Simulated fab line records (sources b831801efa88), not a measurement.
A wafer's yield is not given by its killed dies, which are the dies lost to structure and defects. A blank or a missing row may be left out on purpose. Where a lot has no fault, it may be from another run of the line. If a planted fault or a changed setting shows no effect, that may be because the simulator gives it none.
Chamber matching -- flow sky130 -- SKY_VIA3_CMP_24 on cmp-02 has 4 sister chambers
The step polishes, stops on SiO2, t overpolish 20 s, target thk 0 nm. 7 wafers are shown with their chamber, then 7 later ones without.

== WAFERS, EACH WITH ITS CHAMBER ==
wafer,chamber,motor current A (A),slurry flow ml min
L648.5,0,10.4,150.5
L652.6,3,11.3,149.4
L653.1,1,9.6,149.2
L653.2,0,11.0,149.5
L653.6,2,9.2,150.3
L655.2,1,10.6,149.8
L655.3,2,9.2,150.1

== WAFERS WITH NO CHAMBER GIVEN ==
wafer,motor current A (A),slurry flow ml min
L655.6,11.0,150.0
L657.1,9.5,150.2
L657.3,10.9,150.2
L657.5,10.5,150.2
L660.5,9.9,150.3
L660.6,10.7,149.8
L666.3,10.1,149.6

== CHAMBER TAKEN BY EACH ==
wafer,from the rows above,in truth
L655.6,can't be placed: 0 or 3 or 1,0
L657.1,can't be placed: 2 or 1 or 0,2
L657.3,can't be placed: 0 or 3 or 1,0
L657.5,can't be placed: 0 or 1 or 3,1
L660.5,can't be placed: 2 or 1 or 0 or 3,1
L660.6,can't be placed: 0 or 1 or 3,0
L666.3,can't be placed: 1 or 0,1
0 of 7 placed correctly. Can't be placed from these rows: 7 (the true chamber is among the candidates in 7). 0 placed wrongly.
How it was worked out, from the rows above alone: a wafer's distance from a chamber is the root of the sum, over the readings, of the square of ((its reading less the chamber's mean) divided by the reading's scatter). The wafer belongs to the nearest chamber; if the next one is less than 2 further off, it can't be placed. Each chamber's mean is taken over the wafers shown for it. How the scatter is found: for the shown wafers, subtract from each reading the mean of its chamber, square and add these, divide the total by (wafers less chambers), then take the root.
